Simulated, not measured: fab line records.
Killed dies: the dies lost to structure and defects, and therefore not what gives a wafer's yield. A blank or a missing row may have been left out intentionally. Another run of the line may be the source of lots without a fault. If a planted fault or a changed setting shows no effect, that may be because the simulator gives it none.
fab line records | flow sky130
record: lots: 13 wafers: 39 last_day: 50
route steps=708 shown VT_ADJUST_HVTR@141 SONOS_ONO@183 SD_P@330 RES_XHIGH@340
lots with no fault: from the same line, run without faults
start_h: hours from the record's opening day to when the first of the lot's shown wafers began | wait_h: how many hours have passed since the lot's step before this one | " identical to the entry in the row above | L1.1+2: a single row standing in for several wafers | - no value, or no start given | * or withheld: withheld | < > ~ a bound
route shown NAME@n: NAME is a module with steps in the file, n the number in the route of the first one | usual: average and standard deviation across the fault-free wafers | same: alike in all rows | chamber/n: place in a boat | sites: per-site readings | _std_site: standard deviation across them | _edge_site: inner sites' mean taken away from outer sites' mean | radius_mm: for every site, how far away it sits from the centre of the wafer | mask NAME#n: copy n | behind: tool/chamber where the wafer was last shaped | hold: cause of the lot's hold/its duration in hours/its outcome | device: which transistor (n, p or np) failed to switch | end of line: at the end of the route, the tests of the same wafers | a step without rows: its recipe alone | killed: not the wafer's yield, but the dies lost to structure and defects at the first sort | map: dies across one wafer; x = killed, . = not, _ = none there
set.NAME: the setting as run; set.NAME@STEP: as run at that earlier step | model.NAME: the simulator's own value behind a step, which no gauge read
a sample of lots followed through the steps of the route, with each step as a table and each wafer as a row
services: from which hour (start_h, from the record's first day; less than 0 if before it) a tool's chamber was out of use, for how many hours, and why
== steps ==
step: SKY_VT_ADJUST_HVTR_STRIP_10
recipe: chemistry: O2/N2 power_w: 1400 pressure_mtorr: 1500 platen_temp_c: withheld o2_flow_sccm: 3000 n2_flow_sccm: 300 overash_fraction: 0.5
usual: drypump_motor_current_A: 5.4/0.44 oes_product_au: 0.716/0.005 strip_time_to_endpoint_s: 14.17/0.04
columns lot.wafer tool chamber start_h wait_h drypump_motor_current_A oes_product_au rf_hours_counter_h strip_time_to_endpoint_s
L396.2 plasma_asher-02 1 209.74 0.1 5.1 0.706 53 14.18
L396.4 " 1 " " 5.1 0.719 - 14.15
L396.5 " 0 " " 5.2 0.722 - 14.17
L397.2 plasma_asher-02 0 212.45 0.1 5.2 0.714 53 14.16
L397.5 " 0 " " 5.2 0.717 - 14.15
L397.6 " 1 " " 5.1 0.720 - 14.16
L399.2 plasma_asher-04 0 228.40 0.1 4.8 0.717 50 14.18
L399.3 " 1 " " 6.1 0.718 - 14.20
L399.6 " 0 " " 4.8 0.713 - 14.12
L400.1 plasma_asher-02 1 236.10 0.1 5.1 0.719 56 14.15
L400.2 " 0 " " 5.2 0.718 56 14.14
L400.6 " 1 " " 5.1 0.720 - 14.16
L401.3 plasma_asher-02 0 242.18 0.1 5.2 0.715 - 14.17
L401.4 " 1 " " 5.1 0.721 - 14.17
L401.5 " 1 " " 5.1 0.709 - 14.18
L402.1 plasma_asher-02 1 248.89 0.1 5.1 0.719 58 14.21
L402.2 " 0 " " 5.2 0.716 58 14.15
L402.5 " 1 " " 5.1 0.712 - 14.18
L403.2 plasma_asher-01 1 260.00 0.1 5.4 0.707 15 14.17
L403.3 " 1 " " 5.4 0.712 - 14.20
L403.6 " 1 " " 5.4 0.723 - 14.23
L406.4 plasma_asher-01 1 276.64 0.1 5.4 0.714 - 14.15
L406.5 " 0 " " 5.9 0.719 - 14.11
L406.6 " 1 " " 5.4 0.711 - 14.10
L412.4 plasma_asher-01 1 319.27 0.1 5.3 0.711 - 14.10
L412.5 " 1 " " 5.3 0.715 - 14.12
L412.6 " 0 " " 5.9 0.711 - 14.15
L414.1 plasma_asher-01 1 333.99 0.1 5.4 0.724 22 14.22
L414.5 " 0 " " 5.9 0.720 - 14.22
L414.6 " 1 " " 5.4 0.724 - 14.20
L415.1 plasma_asher-01 0 346.99 0.1 6.0 0.713 24 14.13
L415.4 " 1 " " 5.4 0.720 - 14.17
L415.5 " 0 " " 6.0 0.710 - 14.25
L418.3 plasma_asher-01 1 366.59 0.1 5.4 0.716 - 14.15
L418.4 " 0 " " 5.9 0.712 - 14.08
L418.5 " 1 " " 5.4 0.715 - 14.14
L419.1 plasma_asher-01 0 377.10 0.1 6.0 0.713 27 14.06
L419.3 " 0 " " 6.0 0.715 - 14.11
L419.4 " 1 " " 5.4 0.713 - 14.11
step: SKY_VT_ADJUST_HVTR_TW_MEAS_11
usual: VT_ADJUST_HVTR_TW: 210.0/2.4
columns lot.wafer tool chamber start_h wait_h VT_ADJUST_HVTR_TW
L396.2 film_metro-01 - 209.85 0.1 213.7
L396.4 " - " " 212.9
L396.5 " - " " 214.8
L397.2 film_metro-03 - 212.56 0.1 207.2
L397.5 " - " " 207.4
L397.6 " - " " 206.6
L399.2 film_metro-01 - 228.51 0.1 211.7
L399.3 " - " " 210.8
L399.6 " - " " 210.6
L400.1 film_metro-04 - 236.20 0.1 206.5
L400.2 " - " " 206.4
L400.6 " - " " 208.0
L401.3 film_metro-01 - 242.27 0.1 211.2
L401.4 " - " " 211.6
L401.5 " - " " 210.5
L402.1 film_metro-01 - 248.99 0.1 211.2
L402.2 " - " " 210.0
L402.5 " - " " 209.7
L403.2 film_metro-01 - 260.11 0.1 211.8
L403.3 " - " " 210.9
L403.6 " - " " 211.7
L406.4 film_metro-04 - 276.73 0.1 206.0
L406.5 " - " " 206.6
L406.6 " - " " 206.9
L412.4 film_metro-01 - 319.37 0.1 212.5
L412.5 " - " " 212.4
L412.6 " - " " 212.3
L414.1 film_metro-01 - 334.09 0.1 211.4
L414.5 " - " " 211.9
L414.6 " - " " 210.9
L415.1 film_metro-01 - 347.09 0.1 211.8
L415.4 " - " " 210.9
L415.5 " - " " 210.6
L418.3 film_metro-01 - 366.67 0.1 213.3
L418.4 " - " " 213.7
L418.5 " - " " 213.0
L419.1 film_metro-01 - 377.20 0.1 212.4
L419.3 " - " " 212.0
L419.4 " - " " 211.8
step: SKY_SONOS_ONO_ETCH_15
recipe: target_depth_nm: 19.52 chemistry: CHF3/O2 source_w: 600 bias_w: 200 pressure_mtorr: 40 chf3_flow_sccm: 50 O2_flow_sccm: 5 time_s: 7.8
usual: drypump_motor_current_A: 5.6/0.45 oes_product_au: 1.007/0.014 throttle_valve_pct: 8.827/0.0099
columns lot.wafer tool chamber start_h wait_h drypump_motor_current_A oes_product_au rf_hours_counter_h throttle_valve_pct
L396.2 rie_diel-04 0 285.75 0.0 5.3 1.012 36 8.828
L396.4 " 2 " " 6.3 1.038 80 8.835
L396.5 " 1 " " 5.7 1.017 - 8.817
L397.2 rie_diel-01 3 287.80 0.0 5.5 0.987 62 8.832
L397.5 " 3 " " 5.5 0.993 - 8.832
L397.6 " 1 " " 4.7 0.999 - 8.809
L399.2 rie_diel-02 3 309.10 0.0 5.1 0.999 6 8.821
L399.3 " 1 " " 5.2 0.993 10 8.821
L399.6 " 3 " " 5.1 0.996 - 8.823
L400.1 rie_diel-01 3 314.65 0.0 5.4 0.998 62 8.823
L400.2 " 0 " " 5.6 1.006 10 8.829
L400.6 " 3 " " 5.4 0.998 - 8.824
L401.3 rie_diel-02 1 322.60 0.0 5.2 0.995 10 8.832
L401.4 " 3 " " 5.1 0.990 6 8.831
L401.5 " 0 " " 5.9 1.007 - 8.832
L402.1 rie_diel-01 3 332.60 0.0 5.5 1.006 63 8.829
L402.2 " 0 " " 5.6 1.017 10 8.847
L402.5 " 2 " " 5.8 0.991 - 8.826
L403.2 rie_diel-02 0 344.45 0.0 5.9 1.009 5 8.827
L403.3 " 1 " " 5.2 1.001 11 8.832
L403.6 " 3 " " 5.1 0.989 - 8.835
L406.4 rie_diel-02 0 363.00 0.0 5.9 1.007 6 8.826
L406.5 " 2 " " 5.8 1.022 - 8.827
L406.6 " 1 " " 5.2 1.002 - 8.823
L412.4 rie_diel-01 3 410.15 0.0 5.5 0.998 64 8.802
L412.5 " 2 " " 5.8 0.982 - 8.825
L412.6 " 3 " " 5.5 0.993 - 8.825
L414.1 rie_diel-04 2 429.00 0.0 6.3 1.037 83 8.831
L414.5 " 1 " " 5.7 1.025 - 8.817
L414.6 " 0 " " 5.3 1.015 - 8.838
L415.1 rie_diel-02 1 441.20 0.0 5.2 1.014 12 8.837
L415.4 " 0 " " 5.9 1.009 8 8.821
L415.5 " 0 " " 5.9 1.008 - 8.822
L418.3 rie_diel-01 3 463.20 0.0 5.5 0.988 65 8.823
L418.4 " 1 " " 4.7 0.986 - 8.829
L418.5 " 3 " " 5.5 0.991 - 8.834
L419.1 rie_diel-02 0 472.25 0.0 5.9 1.003 8 8.837
L419.3 " 3 " " 5.1 1.002 9 8.810
L419.4 " 2 " " 5.8 1.030 3 8.839
step: SKY_SD_P_STRIP_10
recipe: chemistry: O2/N2 power_w: 1400 pressure_mtorr: 1500 platen_temp_c: withheld o2_flow_sccm: 3000 n2_flow_sccm: 300 overash_fraction: 0.5
usual: drypump_motor_current_A: 5.4/0.42 oes_product_au: 0.618/0.0048 strip_time_to_endpoint_s: 17.51/0.04
columns lot.wafer tool chamber start_h wait_h drypump_motor_current_A oes_product_au rf_hours_counter_h strip_time_to_endpoint_s
L396.2 plasma_asher-01 0 595.99 0.1 5.9 0.625 49 17.53
L396.4 " 0 " " 5.9 0.628 - 17.52
L396.5 " 0 " " 6.0 0.624 - 17.48
L397.2 plasma_asher-02 1 598.19 0.1 5.1 0.617 17 17.56
L397.5 " 1 " " 5.1 0.613 - 17.51
L397.6 " 0 " " 5.2 0.616 - 17.51
L399.2 plasma_asher-04 1 621.30 0.1 6.1 0.630 87 17.51
L399.3 " 0 " " 4.8 0.623 - 17.46
L399.6 " 0 " " 4.8 0.613 - 17.52
L400.1 plasma_asher-01 1 626.10 0.1 5.3 0.618 52 17.48
L400.2 " 0 " " 5.9 0.622 52 17.44
L400.6 " 1 " " 5.4 0.622 - 17.48
L401.3 plasma_asher-02 0 650.18 0.1 5.2 0.621 - 17.48
L401.4 " 1 " " 5.1 0.621 - 17.52
L401.5 " 1 " " 5.1 0.621 - 17.46
L402.1 plasma_asher-04 0 652.50 0.1 4.8 0.616 91 17.51
L402.2 " 1 " " 6.1 0.623 91 17.48
L402.5 " 1 " " 6.1 0.618 - 17.50
L403.2 plasma_asher-01 0 657.49 0.1 5.9 0.620 55 17.42
L403.3 " 0 " " 5.9 0.615 - 17.49
L403.6 " 0 " " 5.9 0.618 - 17.44
L406.4 plasma_asher-04 1 678.53 0.1 6.1 0.786 - -
L406.5 " 0 " " 4.8 0.784 - -
L406.6 " 1 " " 6.1 0.783 - -
L412.4 plasma_asher-02 0 716.93 0.1 5.2 0.625 - 17.51
L412.5 " 1 " " 5.1 0.618 - 17.52
L412.6 " 0 " " 5.2 0.615 - 17.51
L414.1 plasma_asher-01 0 739.75 0.1 5.9 0.615 64 17.55
L414.5 " 0 " " 5.9 0.608 - 17.49
L414.6 " 1 " " 5.4 0.616 - 17.49
L415.1 plasma_asher-04 1 748.24 0.1 6.1 0.617 0 17.52
L415.4 " 1 " " 6.1 0.618 - 17.52
L415.5 " 0 " " 4.8 0.614 - 17.50
L418.3 plasma_asher-04 0 768.48 0.1 4.8 0.619 - 17.49
L418.4 " 1 " " 6.1 0.620 - 17.52
L418.5 " 0 " " 4.8 0.622 - 17.51
L419.1 plasma_asher-01 1 773.85 0.1 5.3 0.619 67 17.46
L419.3 " 1 " " 5.3 0.618 - 17.44
L419.4 " 0 " " 5.9 0.622 - 17.42
step: SKY_RES_XHIGH_STRIP_08
recipe: chemistry: O2/N2 power_w: 1400 pressure_mtorr: 1500 platen_temp_c: withheld o2_flow_sccm: 3000 n2_flow_sccm: 300 overash_fraction: 0.5
usual: drypump_motor_current_A: 5.6/0.39 oes_product_au: 0.711/0.0043 strip_time_to_endpoint_s: 14.29/0.033
columns lot.wafer tool chamber start_h wait_h drypump_motor_current_A oes_product_au rf_hours_counter_h strip_time_to_endpoint_s
L396.2 plasma_asher-03 0 624.78 0.1 6.2 0.715 83 14.29
L396.4 " 0 " " 6.1 0.715 - 14.30
L396.5 " 0 " " 6.2 0.711 - 14.31
L397.2 plasma_asher-01 0 627.55 0.1 6.0 0.706 52 14.27
L397.5 " 0 " " 5.9 0.706 - 14.26
L397.6 " 1 " " 5.4 0.712 - 14.22
L399.2 plasma_asher-01 1 650.23 0.1 5.4 0.714 55 14.29
L399.3 " 1 " " 5.4 0.707 - 14.33
L399.6 " 1 " " 5.4 0.712 - 14.32
L400.1 plasma_asher-01 1 654.73 0.1 5.4 0.711 55 14.26
L400.2 " 0 " " 5.9 0.708 55 14.29
L400.6 " 0 " " 5.9 0.718 - 14.28
L401.3 plasma_asher-01 1 678.38 0.1 5.3 0.711 - 14.32
L401.4 " 0 " " 5.9 0.710 - 14.28
L401.5 " 0 " " 5.9 0.712 - 14.31
L402.1 plasma_asher-02 0 680.83 0.1 5.2 0.712 23 14.34
L402.2 " 1 " " 5.1 0.716 23 14.29
L402.5 " 0 " " 5.2 0.710 - 14.32
L403.2 plasma_asher-02 1 685.05 0.1 5.1 0.718 24 14.29
L403.3 " 1 " " 5.1 0.715 - 14.29
L403.6 " 0 " " 5.2 0.717 - 14.30
L406.4 plasma_asher-03 0 706.38 0.1 6.1 0.708 - 16.56
L406.5 " 1 " " 6.0 0.710 - 16.55
L406.6 " 0 " " 6.1 0.708 - 16.57
L412.4 plasma_asher-02 0 745.08 0.1 5.2 0.705 - 14.29
L412.5 " 1 " " 5.2 0.712 - 14.27
L412.6 " 0 " " 5.2 0.716 - 14.29
L414.1 plasma_asher-03 1 767.43 0.1 5.9 0.711 97 14.33
L414.5 " 1 " " 5.9 0.717 - 14.34
L414.6 " 0 " " 6.1 0.716 - 14.29
L415.1 plasma_asher-02 1 775.45 0.1 5.1 0.704 33 14.25
L415.4 " 1 " " 5.1 0.709 - 14.28
L415.5 " 1 " " 5.2 0.709 - 14.30
L418.3 plasma_asher-03 1 794.96 0.1 6.0 0.717 - 14.38
L418.4 " 0 " " 6.2 0.707 - 14.35
L418.5 " 0 " " 6.1 0.715 - 14.34
L419.1 plasma_asher-01 1 801.20 0.1 5.4 0.713 70 14.27
L419.3 " 0 " " 5.9 0.711 - 14.26
L419.4 " 1 " " 5.4 0.717 - 14.17
step: SKY_RES_XHIGH_TW_MEAS_09
usual: RES_XHIGH_TW: 1637/11
columns lot.wafer tool chamber start_h wait_h RES_XHIGH_TW
L396.2 film_metro-04 - 624.89 0.1 1620
L396.4 " - " " 1618
L396.5 " - " " 1623
L397.2 film_metro-02 - 627.66 0.1 1626
L397.5 " - " " 1636
L397.6 " - " " 1638
L399.2 film_metro-01 - 650.34 0.1 1641
L399.3 " - " " 1635
L399.6 " - " " 1622
L400.1 film_metro-04 - 654.83 0.1 1611
L400.2 " - " " 1618
L400.6 " - " " 1617
L401.3 film_metro-01 - 678.46 0.1 1634
L401.4 " - " " 1637
L401.5 " - " " 1640
L402.1 film_metro-04 - 680.93 0.1 1626
L402.2 " - " " 1621
L402.5 " - " " 1621
L403.2 film_metro-01 - 685.16 0.1 1645
L403.3 " - " " 1637
L403.6 " - " " 1638
L406.4 film_metro-02 - 706.47 0.1 30
L406.5 " - " " 30
L406.6 " - " " 30
L412.4 film_metro-04 - 745.18 0.1 1643
L412.5 " - " " 1645
L412.6 " - " " 1647
L414.1 film_metro-01 - 767.53 0.1 1649
L414.5 " - " " 1647
L414.6 " - " " 1641
L415.1 film_metro-01 - 775.55 0.1 1652
L415.4 " - " " 1653
L415.5 " - " " 1643
L418.3 film_metro-02 - 795.05 0.1 1636
L418.4 " - " " 1638
L418.5 " - " " 1638
L419.1 film_metro-04 - 801.30 0.1 1649
L419.3 " - " " 1657
L419.4 " - " " 1651
== services ==
columns tool chamber start_h hours kind
rie_diel-02 - 204.01 0.2 repair
plasma_asher-04 - 208.50 11.1 repair
rie_diel-01 2 219.43 49.7 repair
rie_diel-01 3 223.68 5.0 repair
plasma_asher-04 - 239.75 22.9 repair
plasma_asher-02 - 256.45 8.2 repair
rie_diel-02 1 270.69 5.7 repair
rie_diel-02 - 319.68 2.8 pm
plasma_asher-02 - 332.42 14.6 pm
plasma_asher-04 - 341.54 10.1 repair
plasma_asher-02 - 384.96 13.3 repair
plasma_asher-02 - 421.25 9.0 pm
plasma_asher-02 - 430.25 2.8 pm
rie_diel-02 0 442.18 1.8 repair
rie_diel-02 3 453.14 4.3 repair
rie_diel-02 0 586.75 10.4 repair
plasma_asher-02 - 619.08 15.6 pm
rie_diel-02 - 683.01 1.1 repair
rie_diel-02 - 713.37 0.6 repair
plasma_asher-04 - 733.75 9.0 pm
plasma_asher-02 - 758.29 3.9 repair
plasma_asher-04 - 768.70 2.8 pm
rie_diel-02 2 777.34 40.1 repair
rie_diel-02 3 793.34 2.6 repair
== key ==
first_sign: step: SKY_SD_P_STRIP_10 reading: oes_product_au direction: up sigmas: 35 usual: 0.618 struck: 0.784
effect: step: SKY_RES_XHIGH_STRIP_08 reading: strip_time_to_endpoint_s direction: up sigmas: 69 usual: * struck: *
effect: step: SKY_RES_XHIGH_TW_MEAS_09 reading: RES_XHIGH_TW direction: down sigmas: 99+ usual: 1637 struck: 30
met_at SKY_SD_P_STRIP_10
struck_lots L406
sort_left_out L406.4,L406.5,L406.6
tester_left_out L406
not_acting_at SKY_VT_ADJUST_HVTR_STRIP_10,SKY_VT_ADJUST_HVTR_TW_MEAS_11,SKY_SONOS_ONO_ETCH_15
onset_between 652.50 678.53
fault: kind: strip_aborted tool: plasma_asher-04 chamber: - onset_h: 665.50 steps: SKY_SD_P_STRIP_10 offset: 0.41948 end_h: 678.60
tester_left_out: of these lots the tester's yield and bins aren't shown, on N5 and GAA mostly nor the transistor test; their killed dies are dies lost to structure and defects alone, not to doping, threshold or leakage, so they don't give the yield
sort_left_out: the simulated sort isn't trusted on such a fault, so these wafers' sort isn't shown, and their yield isn't known
